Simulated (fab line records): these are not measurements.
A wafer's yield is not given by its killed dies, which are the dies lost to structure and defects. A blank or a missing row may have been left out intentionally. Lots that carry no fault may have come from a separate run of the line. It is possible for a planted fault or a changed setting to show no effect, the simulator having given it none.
Struck lot and sound lot, side by side / flow sky130 / 16 steps out of a route of 708
Sound: wafers L298.1, L298.2, L298.5. The struck wafers were L307.2, L307.3, L307.5. At the end, the cause is stated.
At each step with rows: each side's tool, then ch and its chambers, then its first start. Under that, the readings that differ: sound wafers / struck wafers / difference of the means / sigmas: that difference in standard deviations of wafers without a fault.
alike: a reading whose means differ by less than 2 such deviations, as well as words and numbers matching on both sides. not compared: withheld readings; readings where some wafer has no value; bounds like >300 that might hide an equal value; numbers whose values overlap and for which the record gives no deviation.
A row with sigmas, a row that says differs or no value, or rows on one side alone: a step with any of these is where the two part. Non-overlapping numbers with no deviation appear without sigmas and do not part them. Lack of a reading on every wafer of one side parts them only where that side has two or more wafers.

SKY_GATE_OXIDE_TW_MEAS_14:
  sound: film-metro-01 at day 14 02:33; struck: film-metro-02 at day 17 06:47
reading=GATE_OXIDE_TW; sound=224.3 224.3 224.5; struck=225.5 227.3 227.4; difference=+2.4; sigmas=+2
then, 3 steps without rows for these wafers: SKY_GATE_OXIDE_CLEAN_15 (cleans in SC1/SC2, time 150 s); SKY_GATE_OXIDE_OXIDATION_16 (stabilise 600 s, purge 300 s, target thk 3.57 nm); SKY_POLY_GATE_CVD_00 (deposits poly-Si, target thk 180 nm, time 720 s).
SKY_POLY_GATE_THK_MEAS_01:
  sound: film-metro-01 at day 14 05:45; struck: film-metro-01 at day 17 11:55
  alike: POLY_GATE_CVD_00_THK
then, 7 steps without rows for these wafers: SKY_RES_PROTECT_DEHYDRATE_00 (time 60 s); SKY_RES_PROTECT_HMDS_01 (prime time 60 s); SKY_RES_PROTECT_COAT_02 (resist thk 1140 nm); SKY_RES_PROTECT_SOFTBAKE_03 (time 60 s); SKY_RES_PROTECT_EXPOSE_04 (exposes mask RPM, target cd 1270 nm); SKY_RES_PROTECT_PEB_05; SKY_RES_PROTECT_DEVELOP_06 (develop time 60 s).
SKY_POLY_GATE_IMPLANT_02:
  sound on implanter-02 ch 0, day 15 08:07; struck on implanter-02 ch 0, day 18 17:41
reading=beam-on-s (s); sound=35.1 35.0 34.9; struck=56.5 54.1 54.8; difference=+20.1; sigmas=+12
reading=dose-ions-cm2; sound=7.686e+15 7.692e+15 7.706e+15; struck=1.1809e+16 1.1817e+16 1.1808e+16; difference=+4.1167e+15; sigmas=+99 or more
SKY_RES_PROTECT_STRIP_07: strips in O2/N2.
  sound on plasma-asher-04 ch 0,1, day 15 08:16; struck on plasma-asher-03 ch 0,1, day 18 17:49
reading=oes-product-au (a.u.); sound=0.520 0.518 0.517; struck=0.486 0.499 0.498; difference=-0.024; sigmas=-5
reading=strip-time-to-endpoint-s (s); sound=23.32 23.28 23.30; struck=24.97 24.93 24.93; difference=+1.64; sigmas=+32
  alike: drypump-motor-current-A
  not compared: rf-hours-counter-h
SKY_RES_PROTECT_TW_MEAS_08:
  sound: film-metro-02 at day 15 08:22; struck: film-metro-02 at day 18 17:55
reading=POLY_GATE_TW; sound=4060 4055 4061; struck=4146 4167 4139; difference=+92; sigmas=+3
-- record jumps: 30 days separate the struck wafers' starts on either side; left off in module RES_PROTECT, taken up again in module PAD_OPEN, whose first shown step is the route's number 708 --
SKY_PAD_OPEN_PROBE_99:
  sound: prober-01 at day 46 01:56; struck: prober-02 at day 48 08:49
reading=model.etest.res-poly.line-ohm-um; sound=531.6 568.5 539.1; struck=411.8 408.4 417.1; difference=-134.0; sigmas=
reading=model.etest.licon-poly.rc-ohm; sound=150.7 154.8 146.7; struck=114.2 112.3 115.5; difference=-36.7; sigmas=
reading=model.etest.res-poly.rs-ohm-sq; sound=48.57 48.87 49.46; struck=38.78 38.05 38.82; difference=-10.42; sigmas=
  alike: killed_at_M0_to_M3, killed_at_M4_up, killed-at-contacts, killed-at-front-end, killed-at-other, killed-dies, killed-open, killed-short

== WHERE THEY PART ==
Earliest at SKY_GATE_OXIDE_TW_MEAS_14; latest, in this record, at SKY_RES_PROTECT_TW_MEAS_08. Later steps at which nothing parts them and some readings are alike: SKY_PAD_OPEN_PROBE_99.

WHY: what had been put in by the simulator
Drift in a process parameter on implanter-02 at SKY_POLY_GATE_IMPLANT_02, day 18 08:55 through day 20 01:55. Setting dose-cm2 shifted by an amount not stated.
